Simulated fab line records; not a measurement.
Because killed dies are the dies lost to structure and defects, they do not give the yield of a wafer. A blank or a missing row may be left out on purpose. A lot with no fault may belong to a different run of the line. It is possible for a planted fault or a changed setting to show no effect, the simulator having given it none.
fab line records ; flow sfq-line
record: lots: 13; wafers: 39; last-day: 81
route steps=325 shown I3@133
lots that met no fault: from a run of the same line without faults
start-h: start of the lot's first displayed wafer, in hours after the record's first day ; wait-h: hours from the lot's prior step to this one ; " repeats the value in the row above ; L1.1+2: one row covering several wafers at once ; - no value, or no start given ; * or withheld: withheld ; < > ~ a bound
route shown NAME@n: NAME is a module with steps in the file, n the number in the route of the first one ; usual: mean/standard deviation of fault-free wafers ; same: alike in all rows ; chamber/n: place in a boat ; sites: the reading at each site ; _std_site: the values' standard deviation ; _edge_site: inner sites' mean taken away from outer sites' mean ; radius-mm: for every site, how far away it sits from the centre of the wafer ; mask NAME#n: copy n ; behind: the most recent tool/chamber to have shaped the wafer ; hold: why the lot went on hold/how many hours it stayed there/how the hold came to an end ; device: transistor that didn't switch, given as n, p or np ; end of line: tests run on the same wafers once the route is complete ; a step given without rows: its recipe and nothing more ; killed: the dies lost at the first sort to structure and to defects; this is not the yield of the wafer ; map: a wafer's dies, marking killed ones x, the rest . and places with no die _
set.NAME: the run value of the setting; set.NAME@STEP: its run value at that earlier step ; model.NAME: the simulator's own value behind a step, which no gauge read
the route's steps for a sample of lots (tables are steps, rows are wafers)
services: a tool's chamber out of use, with start hour (start-h, from the record's first day; less than 0 if before it), hours out, and reason
== steps ==
step: SFQ_TRILAYER_I3_DEP_PECVD_081
recipe: material: SiO2; temp-c: 150; time-s: 111.11; pressure-torr: 2.4; rf-w: 183.3; precursor: SiH4/N2O; target-thk-nm: 500
usual: heater-power-w: 83/15; run-length-s: 139.3/0.57; throttle-valve-pct: 25.3/1.1
lot.wafer;tool;chamber;start-h;wait-h;heater-power-w;run-length-s;throttle-valve-pct
L523.3;pecvd-01;0;870.57;0.0;94;139.7;25.7
L523.4;pecvd-01;0;870.57;0.0;96;140.6;25.7
L523.5;pecvd-01;1;870.57;0.0;85;139.1;24.6
L526.3;pecvd-02;2;881.65;0.0;50;139.1;24.7
L526.5;pecvd-02;2;881.65;0.0;51;139.6;25.2
L526.6;pecvd-02;0;881.65;0.0;74;139.8;24.6
L531.1;pecvd-04;2;946.99;0.0;77;139.3;25.3
L531.3;pecvd-04;0;946.99;0.0;99;139.4;24.9
L531.5;pecvd-04;1;946.99;0.0;92;130.4;24.7
L532.1;pecvd-02;2;950.59;0.0;52;139.5;25.0
L532.2;pecvd-02;1;950.59;0.0;100;139.4;28.0
L532.5;pecvd-02;0;950.59;0.0;76;140.0;24.9
L533.1;pecvd-01;2;958.82;0.0;83;138.7;25.0
L533.2;pecvd-01;1;958.82;0.0;95;139.0;24.6
L533.4;pecvd-01;0;958.82;0.0;92;140.4;26.3
L534.3;pecvd-02;1;963.62;0.0;103;139.0;28.2
L534.4;pecvd-02;1;963.62;0.0;107;139.0;28.0
L534.6;pecvd-02;2;963.62;0.0;45;139.8;25.1
L536.1;pecvd-01;1;984.02;0.0;87;139.0;24.9
L536.4;pecvd-01;1;984.02;0.0;87;139.4;24.8
L536.6;pecvd-01;2;984.02;0.0;85;138.3;24.7
L537.2;pecvd-02;1;988.91;0.0;90;139.4;28.4
L537.4;pecvd-02;0;988.91;0.0;77;140.0;24.9
L537.6;pecvd-02;1;988.91;0.0;97;139.0;28.4
L538.4;pecvd-02;1;993.66;0.0;104;139.2;28.3
L538.5;pecvd-02;2;993.66;0.0;49;139.5;25.5
L538.6;pecvd-02;0;993.66;0.0;76;140.2;24.9
L539.1;pecvd-01;2;1013.58;0.0;94;138.5;24.5
L539.4;pecvd-01;1;1013.58;0.0;89;140.0;25.2
L539.5;pecvd-01;2;1013.58;0.0;78;138.5;24.9
L543.3;pecvd-04;2;1152.21;0.0;79;139.4;24.5
L543.4;pecvd-04;0;1152.21;0.0;92;139.5;24.8
L543.5;pecvd-04;1;1152.21;0.0;95;138.3;24.7
L544.3;pecvd-04;2;1194.52;0.0;80;139.8;24.6
L544.5;pecvd-04;1;1194.52;0.0;98;138.7;24.9
L544.6;pecvd-04;2;1194.52;0.0;81;139.5;24.7
L545.2;pecvd-04;2;1198.12;0.0;72;139.3;24.5
L545.3;pecvd-04;1;1198.12;0.0;101;138.9;24.6
L545.6;pecvd-04;0;1198.12;0.0;95;139.3;24.8
== services ==
tool;chamber;start-h;hours;kind
pecvd-04;-;855.96;0.7;repair
pecvd-04;-;862.98;2.8;pm
pecvd-02;-;875.20;6.0;pm
pecvd-01;-;876.89;1.8;repair
pecvd-04;-;886.51;4.3;pm
pecvd-01;1;893.37;4.3;repair
pecvd-02;0;896.59;6.0;repair
pecvd-01;1;959.36;3.8;repair
pecvd-04;-;988.22;5.5;pm
pecvd-01;2;993.55;5.5;repair
pecvd-02;-;993.99;0.8;repair
pecvd-04;0;997.53;1.8;repair
pecvd-04;-;1021.88;14.6;pm
pecvd-04;-;1036.48;6.0;pm
pecvd-04;-;1040.45;2.6;repair
pecvd-01;1;1060.01;9.3;repair
pecvd-01;-;1066.62;1.1;repair
pecvd-01;-;1107.29;1.1;repair
pecvd-01;2;1151.57;6.1;repair
pecvd-01;2;1171.47;10.0;repair
pecvd-01;-;1190.85;0.6;repair
== key ==
first-sign: step: SFQ_TRILAYER_I3_DEP_PECVD_081; reading: run-length-s; direction: down; sigmas: 16; usual: *; struck: *
effect none on later readings
met-at SFQ_TRILAYER_I3_DEP_PECVD_081
struck-lots L531
struck-wafers L531.5
fault: kind: process-parameter-drift; tool: pecvd-04; chamber: 1; onset-h: 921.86; steps: SFQ_TRILAYER_I3_DEP_PECVD_081; channel: time-s; offset: *; shape: step; end-h: 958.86; acts-in: *; stated: *
